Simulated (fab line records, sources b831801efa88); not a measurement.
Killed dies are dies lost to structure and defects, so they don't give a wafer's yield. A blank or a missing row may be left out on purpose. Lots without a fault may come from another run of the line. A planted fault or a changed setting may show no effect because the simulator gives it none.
A struck lot beside a sound one | flow sky130 | 19 steps out of a route of 708
Sound: wafers L450.2, L450.3, L450.6. Struck: wafers L464.1, L464.2, L464.3. The cause comes at the end.
At each step with rows: each side's tool, then ch and its chambers, then its first start. Under that, the readings that differ: sound wafers | struck wafers | difference of the means | sigmas: that difference in standard deviations of wafers without a fault.
alike: readings whose means differ by less than 2 such deviations, and words and numbers that are the same on both sides. not compared: withheld readings, readings that some wafer has no value for, bounds like >300 that may hide the same value, and numbers for which the record gives no deviation and whose values overlap.
The two part at a step that has a row with sigmas, a row that says differs or no value, or rows on one side only. Numbers that don't overlap but have no deviation are shown without sigmas and don't part them. A reading that every wafer of one side lacks parts them only if that side has two wafers or more.

SKY_LDD_HVP_OVL_MEAS_07:
  sound on overlay-02, day 22 15:18; struck on overlay-01, day 27 06:44
  alike: LDD_HVP_OVL
then, 1 step without rows for these wafers: SKY_LDD_HVP_IMPLANT_08.
SKY_LDD_HVP_STRIP_09: strips in O2/N2.
  sound on plasma_asher-01 ch 0,1, day 22 15:29; struck on plasma_asher-03 ch 0,1, day 27 06:55
  alike: drypump_motor_current_A, oes_product_au, strip_time_to_endpoint_s
  not compared: rf_hours_counter_h
SKY_LDD_HVP_TW_MEAS_10:
  sound on film_metro-02, day 22 15:35; struck on film_metro-03, day 27 07:01
  reading    | sound       | struck      | difference | sigmas
  LDD_HVP_TW | 457 455 455 | 447 446 447 | -9         | -2
then, 7 steps without rows for these wafers: SKY_LDD_LDN_DEHYDRATE_00 (time 60 s); SKY_LDD_LDN_HMDS_01 (prime time 60 s); SKY_LDD_LDN_COAT_02 (resist thk 1140 nm); SKY_LDD_LDN_SOFTBAKE_03 (time 60 s); SKY_LDD_LDN_EXPOSE_04 (exposes mask LDNTM, target cd 700 nm); SKY_LDD_LDN_PEB_05; SKY_LDD_LDN_DEVELOP_06 (develop time 60 s).
SKY_LDD_LDN_OVL_MEAS_07:
  sound on overlay-02, day 23 22:03; struck on overlay-02, day 28 10:41
  alike: LDD_LDN_OVL
SKY_LDD_LDN_IMPLANT_08:
  sound on implanter-02 ch 0, day 23 22:07; struck on implanter-01 ch 0, day 28 10:44
  reading                   | sound                | struck               | difference | sigmas
  beam_energy_keV           | 14.999 15.008 15.009 | 21.490 21.487 21.488 | +6.483     | +99 or more
  model.implant.rp_nm (nm)  | 13.29 13.29 13.29    | 16.4 16.4 16.4       | +3.1       |
  model.implant.drp_nm (nm) | 5.933 5.933 5.933    | 7.58 7.58 7.58       | +1.65      |
  alike: rotation_deg
then, 3 steps without rows for these wafers: SKY_LDD_LDN_IMPLANT_09; SKY_LDD_LDN_IMPLANT_10; SKY_LDD_LDN_IMPLANT_11.
SKY_LDD_LDN_STRIP_12: strips in O2/N2.
  sound on plasma_asher-03 ch 0, day 23 22:41; struck on plasma_asher-04 ch 0,1, day 28 11:20
  alike: drypump_motor_current_A, oes_product_au, strip_time_to_endpoint_s
  not compared: rf_hours_counter_h
SKY_LDD_LDN_TW_MEAS_13:
  sound on film_metro-04, day 23 22:47; struck on film_metro-04, day 28 11:47
  reading    | sound          | struck         | difference | sigmas
  LDD_LDN_TW | 1456 1461 1466 | 1494 1514 1503 | +43        | +4
  not compared: hold
-- the record jumps here: 21 days lie between the struck wafers' starts before and after (it left off in module LDD_LDN and takes up again in module PAD_OPEN, whose first step shown is number 708 of the route) --
SKY_PAD_OPEN_PROBE_99:
  sound on prober-01, day 46 16:07; struck on prober-01, day 49 15:19
  reading                         | sound          | struck         | difference | sigmas
  model.etest.tip_sonos.rs_ohm_sq | 2600 2632 2608 | 2355 2386 2449 | -217       |
  alike: killed_at_M0_to_M3, killed_at_M4_up, killed_at_contacts, killed_at_front_end, killed_at_other, killed_dies, killed_open, killed_short

WHERE THEY PART
First at SKY_LDD_HVP_TW_MEAS_10; last, within this record, at SKY_LDD_LDN_TW_MEAS_13. Later steps at which nothing parts them and some readings are alike: SKY_PAD_OPEN_PROBE_99.

WHY: what the simulator had put in
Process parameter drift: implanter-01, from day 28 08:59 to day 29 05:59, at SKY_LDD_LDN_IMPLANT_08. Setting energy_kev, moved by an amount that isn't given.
